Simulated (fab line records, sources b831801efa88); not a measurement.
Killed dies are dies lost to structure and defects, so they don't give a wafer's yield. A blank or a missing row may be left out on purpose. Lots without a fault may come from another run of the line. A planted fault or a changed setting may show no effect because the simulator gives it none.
Chamber matching | flow gf180mcu | GF_V4_CMP_26 on cmp-02: 4 sister chambers
The step polishes, stops on SiO2, t overpolish 15 s, target thk 0 nm. 8 wafers are shown with their chamber, then 7 later ones without.

WAFERS WITH THEIR CHAMBER
wafer  | chamber | motor_current_A (A) | time_to_endpoint_s (s)
L670.1 | 3       | 10.6                | 88.2
L673.2 | 1       | 11.6                | 87.8
L673.5 | 1       | 11.4                | 86.9
L681.1 | 3       | 10.4                | 85.0
L681.2 | 0       | 9.5                 | 85.5
L681.4 | 2       | 11.9                | 86.4
L686.1 | 0       | 8.6                 | 89.6
L686.4 | 2       | 11.8                | 88.5

WAFERS WITHOUT THEIR CHAMBER
wafer  | motor_current_A (A) | time_to_endpoint_s (s)
L686.6 | 11.6                | 88.0
L689.4 | 11.3                | 87.6
L689.5 | 12.2                | 86.3
L689.6 | 11.6                | 89.8
L691.1 | 11.7                | 86.9
L691.2 | 10.8                | 88.7
L691.5 | 11.8                | 86.5

WHICH CHAMBER EACH WENT THROUGH
wafer  | from the rows above          | in truth
L686.6 | can't be placed: 1 or 2      | 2
L689.4 | can't be placed: 1 or 2 or 3 | 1
L689.5 | can't be placed: 2 or 1      | 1
L689.6 | can't be placed: 1 or 2      | 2
L691.1 | can't be placed: 2 or 1      | 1
L691.2 | can't be placed: 3 or 1 or 2 | 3
L691.5 | can't be placed: 2 or 1      | 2
Placed correctly: 0 of 7. Can't be placed from these rows: 7 (the true chamber is among the candidates in 7). Placed wrongly: 0.
How it was worked out, from the rows above alone: a wafer's distance from a chamber is the root of the sum, over the readings, of the square of ((its reading less the chamber's mean) divided by the reading's scatter). The wafer belongs to the nearest chamber; if the next one is less than 2 further off, it can't be placed. A chamber's mean is the mean of its shown wafers. The scatter: the root of (the sum of the squares of (reading less its chamber's mean) over the shown wafers, divided by (wafers less chambers)).
